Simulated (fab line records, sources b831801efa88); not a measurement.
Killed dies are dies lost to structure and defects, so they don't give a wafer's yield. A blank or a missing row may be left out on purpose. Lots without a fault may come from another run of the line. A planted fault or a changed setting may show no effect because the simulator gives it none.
Chamber matching | flow gf180mcu | GF_V1_ETCH_17 on rie_diel-02: 4 sister chambers
The step etches SiO2 in C4F8/O2/Ar, stops on TiN, target depth 630 nm. 16 wafers are shown with their chamber, then 8 later ones without.

WAFERS WITH THEIR CHAMBER
wafer  | chamber | oes_product_au (a.u.)
L640.1 | 2       | 0.848
L640.2 | 3       | 0.860
L640.4 | 0       | 0.852
L641.1 | 1       | 0.857
L641.2 | 3       | 0.852
L641.3 | 2       | 0.851
L644.3 | 0       | 0.861
L644.5 | 0       | 0.858
L644.6 | 1       | 0.857
L647.1 | 2       | 0.857
L647.3 | 3       | 0.857
L647.6 | 1       | 0.856
L648.3 | 1       | 0.865
L648.5 | 0       | 0.861
L648.6 | 3       | 0.851
L654.1 | 3       | 0.847

SIGNATURES (means of the wafers above)
reading        | chamber 0 | chamber 1 | chamber 2 | chamber 3 | scatter within a chamber
oes_product_au | 0.85800   | 0.85875   | 0.85200   | 0.85340   | 0.0046
Rule: a wafer's distance from a chamber is the root of the sum, over the readings, of the square of ((its reading less the chamber's mean) divided by the reading's scatter). The wafer belongs to the nearest chamber; if the next one is less than 2 further off, it can't be placed. The scatter: the root of (the sum of the squares of (reading less its chamber's mean) over the shown wafers, divided by (wafers less chambers)).

WAFERS WITHOUT THEIR CHAMBER
wafer  | oes_product_au (a.u.)
L654.2 | 0.851
L654.5 | 0.853
L661.1 | 0.863
L661.4 | 0.849
L661.6 | 0.857
L663.2 | 0.861
L663.4 | 0.854
L663.5 | 0.856

WHICH CHAMBER EACH WENT THROUGH
wafer  | from the rows above               | in truth
L654.2 | can't be placed: 2 or 3 or 0 or 1 | 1
L654.5 | can't be placed: 3 or 2 or 0 or 1 | 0
L661.1 | can't be placed: 1 or 0 or 3 or 2 | 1
L661.4 | can't be placed: 2 or 3 or 0 or 1 | 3
L661.6 | can't be placed: 0 or 1 or 3 or 2 | 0
L663.2 | can't be placed: 1 or 0 or 3 or 2 | 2
L663.4 | can't be placed: 3 or 2 or 0 or 1 | 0
L663.5 | can't be placed: 0 or 3 or 1 or 2 | 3
Placed correctly: 0 of 8. Can't be placed from these rows: 8 (the true chamber is among the candidates in 8). Placed wrongly: 0.
